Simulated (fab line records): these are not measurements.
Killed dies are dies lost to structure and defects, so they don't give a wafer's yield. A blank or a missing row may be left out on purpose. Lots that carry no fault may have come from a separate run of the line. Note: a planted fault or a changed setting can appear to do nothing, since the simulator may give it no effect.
Code-filled problem report in 8D (eight disciplines) form ; flow sky130 ; the parts of the form that need people (team, actions taken, sign-off) are left out

## 1. THE ISSUE
Mean VT_ADJUST_HVTR_TW at SKY_VT_ADJUST_HVTR_TW_MEAS_11: 225.7 over 6 wafers in 2 lots; fault-free wafers: 210.8, standard deviation 1.2. That puts it +12 standard deviations away from the usual mean.
First observed at day 13 06:51: wafer L225.3, on filmMetro-02. The record holds 36 wafers of 12 lots with a number at this step. The rule behind "out" and "out of limits": a value lying over 4 standard deviations away from the usual mean. Any other wafer with a number is counted as sound.

## 2. WHAT THIS IS AND IS NOT
question;is;is not
which readings at this step;VT_ADJUST_HVTR_TW;-
which lots;L225, L227;L213, L214, L215, L216, L220, L221, L229, L234, L235, L236
which wafers of those lots;all that have a number;-
read on which gauges;filmMetro-02, filmMetro-04;filmMetro-03
when;from day 13 06:51;"up to then (18 sound wafers); but 12 sound wafers of L229, L234, L235, L236 came after"

## 3. SUSPECTS, AND WHAT RULES EACH OUT
Counting: any tool at a process step up to the reading is kept as a suspect provided that every lot that is out went through it and no sound lot did after the first of them.
- ruled out: the gauge at SKY_VT_ADJUST_HVTR_TW_MEAS_11. Those wafers that are out were read across 2 gauges (filmMetro-02, filmMetro-04).
- implanter-01 at SKY_VT_ADJUST_HVTR_IMPLANT_09: kept. Every lot that is out went through it, starting with L225 (day 13 06:38), and after that it ran no sound lot; the last sound lot it ran before then is L221 (day 12 01:32). Its own beamOnS, endStationPressureTorr, faradayCurrentUA readings are out on those wafers.
Left after counting: implanter-01 at SKY_VT_ADJUST_HVTR_IMPLANT_09.

## 4. THE CAUSE (what the simulator had put in)
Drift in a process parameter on implanter-01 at SKY_VT_ADJUST_HVTR_IMPLANT_09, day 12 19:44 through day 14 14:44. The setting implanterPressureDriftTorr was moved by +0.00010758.
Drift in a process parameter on implanter-01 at SKY_VT_ADJUST_HVTR_IMPLANT_09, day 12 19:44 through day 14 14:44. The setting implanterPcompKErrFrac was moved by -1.
After counting, this tool was the only one left.

## 5. THE EFFECT CHAIN, in route order
One row per reading whose mean, taken over the struck wafers that have a number, lies over 3 standard deviations from the usual. Readings are gone through only where the record gives a usual standard deviation; hours: the median, over the lots, of the time from a lot's start at the first step in this table giving one to that lot's start at this step; sigmas: the change measured in usual standard deviations.
hours;step;reading;usual;on struck wafers;change;sigmas
0;SKY_VT_ADJUST_HVTR_IMPLANT_09;beamOnS;10.01 s;12.65;+2.64;+13
0;SKY_VT_ADJUST_HVTR_IMPLANT_09;endStationPressureTorr;4.98e-06 Torr;1.12e-04;+1.07e-04;+99 or more
0;SKY_VT_ADJUST_HVTR_IMPLANT_09;faradayCurrentUA;11.83;9.46;-2.37;-9.9
0;SKY_VT_ADJUST_HVTR_TW_MEAS_11;VT_ADJUST_HVTR_TW;210.8;225.7;+14.9;+12
Process steps it contains:
- SKY_VT_ADJUST_HVTR_IMPLANT_09
Later steps that measure or inspect, where all struck wafers having a row at the step show a number for every such reading and not one has moved that far: SKY_LDD_HVN_TW_MEAS_10.

## 6. WHAT WOULD HAVE CAUGHT IT SOONER
In this record the first reading out of limits at a measuring or inspecting step was taken at day 13 06:51, 11 hours after the fault began at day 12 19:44.
The tool's own readings at SKY_VT_ADJUST_HVTR_IMPLANT_09 were out on every struck wafer that the step has a row for (beamOnS, endStationPressureTorr, faradayCurrentUA): an alarm limit on them would have fired on the first of those.
Among the 2 lots that are out, L227 began SKY_VT_ADJUST_HVTR_IMPLANT_09 on implanter-01 after day 13 06:51. Holding the tool at that time would have saved it.
